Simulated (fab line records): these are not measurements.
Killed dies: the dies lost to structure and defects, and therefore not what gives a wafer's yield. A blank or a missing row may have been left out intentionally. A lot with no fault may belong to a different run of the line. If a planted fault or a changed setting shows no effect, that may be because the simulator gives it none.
Which tool was responsible? | flow gf180mcu | 11 lots with 33 wafers sampled at 4 steps, on a route of 602 steps

WHAT THE GAUGES READ, wafer by wafer
GF_HV_LDD_CD_MEAS_46 targets a cd of 400 nm. Usual: 398.7 nm for cd_nm, sd 2.2.
lot  | measured     | on        | cd_nm (nm)        | flag
L311 | day 12 12:40 | cd_sem-02 | 395.4 397.3 394.7 |
L313 | day 13 06:57 | cd_sem-02 | 397.4 397.8 399.7 |
L314 | day 13 19:34 | cd_sem-02 | 395.9 399.9 398.4 |
L315 | day 14 00:20 | cd_sem-02 | 398.0 399.9 401.5 |
L317 | day 14 19:00 | cd_sem-02 | 398.1 396.4 397.8 |
L323 | day 16 16:32 | cd_sem-01 | 398.3 399.3 400.0 |
L326 | day 17 15:23 | cd_sem-01 | 398.2 398.6 400.0 |
L327 | day 18 01:09 | cd_sem-01 | 403.2 402.6 403.9 |
L330 | day 19 13:32 | cd_sem-02 | 394.3 396.5 395.4 |
L331 | day 19 18:16 | cd_sem-01 | 399.6 400.0 396.8 |
L332 | day 19 22:55 | cd_sem-02 | 401.0 398.1 399.7 |

GF_PSD_RS_MEAS_14: measures by four-point-probe. Usual: NSD_RS typically reads 46.12 ohm/sq, with standard deviation 0.081.
lot  | measured     | on            | NSD_RS (ohm/sq)                     | flag
L311 | day 14 10:41 | film_metro-04 | 46.30 46.14 46.14                   |
L313 | day 15 05:14 | film_metro-04 | 46.22 46.19 46.24                   |
L314 | day 15 17:56 | film_metro-03 | 46.16 46.06 46.03                   |
L315 | day 15 23:10 | film_metro-01 | 46.00 46.04 46.00                   |
L317 | day 16 19:48 | film_metro-03 | 46.13 46.19 46.19                   |
L323 | day 18 20:45 | film_metro-03 | 43.41 43.38 43.38 43.41 43.37 43.31 | OFF
L326 | day 19 20:58 | film_metro-04 | 43.47 43.41 43.40 43.39 43.34 43.38 | OFF
L327 | day 20 06:51 | film_metro-03 | 43.38 43.26 43.38 43.39 43.32 43.42 | OFF
L330 | day 21 18:05 | film_metro-01 | 46.11 46.03 46.09                   |
L331 | day 21 22:22 | film_metro-03 | 46.01 46.13 46.17                   |
L332 | day 22 02:47 | film_metro-01 | 46.05 46.12 46.17                   |

GF_PSD_RS_MEAS_15: measures by four-point-probe. Usual: PSD_RS typically reads 108.52 ohm/sq, with standard deviation 0.26.
lot  | measured     | on            | PSD_RS (ohm/sq)                           | flag
L311 | day 14 10:49 | film_metro-04 | 108.90 108.90 108.67                      |
L313 | day 15 05:21 | film_metro-04 | 108.71 108.73 108.74                      |
L314 | day 15 18:04 | film_metro-03 | 108.44 108.43 108.44                      |
L315 | day 15 23:17 | film_metro-01 | 108.04 108.40 108.28                      |
L317 | day 16 19:55 | film_metro-03 | 108.49 108.85 108.30                      |
L323 | day 19 00:32 | film_metro-03 | 103.04 102.86 103.35 102.92 102.72 103.11 | OFF
L326 | day 20 01:16 | film_metro-04 | 103.25 102.94 103.37 103.21 103.04 103.22 | OFF
L327 | day 20 09:26 | film_metro-03 | 102.96 102.96 103.52 103.03 103.02 103.43 | OFF
L330 | day 21 18:13 | film_metro-01 | 108.43 108.31 108.19                      |
L331 | day 21 22:29 | film_metro-03 | 108.87 108.61 108.72                      |
L332 | day 22 02:54 | film_metro-01 | 108.60 108.60 108.71                      |

WHICH TOOL RAN EACH LOT (tool, then ch and the chambers of the sampled wafers, then the start)
lot  | GF_PSD_RTA_13
L311 | rtp_anneal-02 ch 0, day 14 10:37
L313 | rtp_anneal-02 ch 0, day 15 05:08
L314 | rtp_anneal-02 ch 0, day 15 17:52
L315 | rtp_anneal-02 ch 0, day 15 23:04
L317 | rtp_anneal-01 ch 0, day 16 19:42
L323 | rtp_anneal-02 ch 0, day 18 20:40
L326 | rtp_anneal-02 ch 0, day 19 20:53
L327 | rtp_anneal-02 ch 0, day 20 06:45
L330 | rtp_anneal-01 ch 0, day 21 18:01
L331 | rtp_anneal-01 ch 0, day 21 22:16
L332 | rtp_anneal-01 ch 0, day 22 02:42
- GF_PSD_RTA_13: time 20 s.

WHAT THE TOOLS THEMSELVES READ (means of the sampled wafers that have a number; where no wafer has one, the mark that the record gives instead)
GF_PSD_RTA_13. Usual: lamp_power_pct 35.5 %, standard deviation 1.4; run_length_s 48.76 s, standard deviation 0.21; wafer_temp_C_max 1029.3, standard deviation 0.97.
lot  | tool          | lamp_power_pct (%) | run_length_s (s) | wafer_temp_C_max | flag
L311 | rtp_anneal-02 | 36.8               | 48.72            | 1028.8           |
L313 | rtp_anneal-02 | 36.8               | 48.69            | 1029.3           |
L314 | rtp_anneal-02 | 36.9               | 48.77            | 1029.9           |
L315 | rtp_anneal-02 | 36.9               | 48.59            | 1028.9           |
L317 | rtp_anneal-01 | 34.1               | 48.93            | 1031.5           |
L323 | rtp_anneal-02 | 36.9               | 62.63            | 1028.8           | OFF
L326 | rtp_anneal-02 | 36.9               | 62.57            | 1028.1           | OFF
L327 | rtp_anneal-02 | 36.9               | 62.62            | 1028.5           | OFF
L330 | rtp_anneal-01 | 34.1               | 48.93            | 1029.8           |
L331 | rtp_anneal-01 | 34.1               | 49.05            | 1029.9           |
L332 | rtp_anneal-01 | 34.1               | 48.97            | 1029.1           |

THE ANSWER, worked out from the rows above alone
Rule: take the mean of a lot's wafers that have a number; if it is more than 3 standard deviations from the usual mean, the lot is off. Also off: a lot with no number at a reading for which 4 or more lots have one. The other lots that the step has rows for count as sound. After the gauges, taken in route order, come the tools' own readings; for these a lot's mean is taken, as printed above. At the first step where some lot is off, the reading lying furthest off is the one used; lots without a number count as furthest.
Off: L323, L326, L327, seen at GF_PSD_RS_MEAS_14 (NSD_RS).
If a tool, at a process step before that reading, ran all the lots that are off and no sound lot after the first of them, it fits. The gauges at GF_PSD_RS_MEAS_14 aren't tried: what is off there is off at GF_PSD_RTA_13 too, on other tools, and a gauge's error can't cause that. One candidate fits, namely rtp_anneal-02 at GF_PSD_RTA_13. Its last sound lot is L315 (day 15 23:04), its first lot that is off L323 (day 18 20:40): a fault that began between those two fits.
The tool's own readings at GF_PSD_RTA_13 bear it out: on the lots that are off they differ by more than 5 times the standard deviation of the sound lots' means. run_length_s reads 62.61 s there against 48.83 s on the sound lots.

WHAT THE SIMULATOR HAD INSERTED
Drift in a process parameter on rtp_anneal-02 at GF_PSD_RTA_13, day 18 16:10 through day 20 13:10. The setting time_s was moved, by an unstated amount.
Struck lots among those shown: L323, L326, L327. Same finding as the rule above.
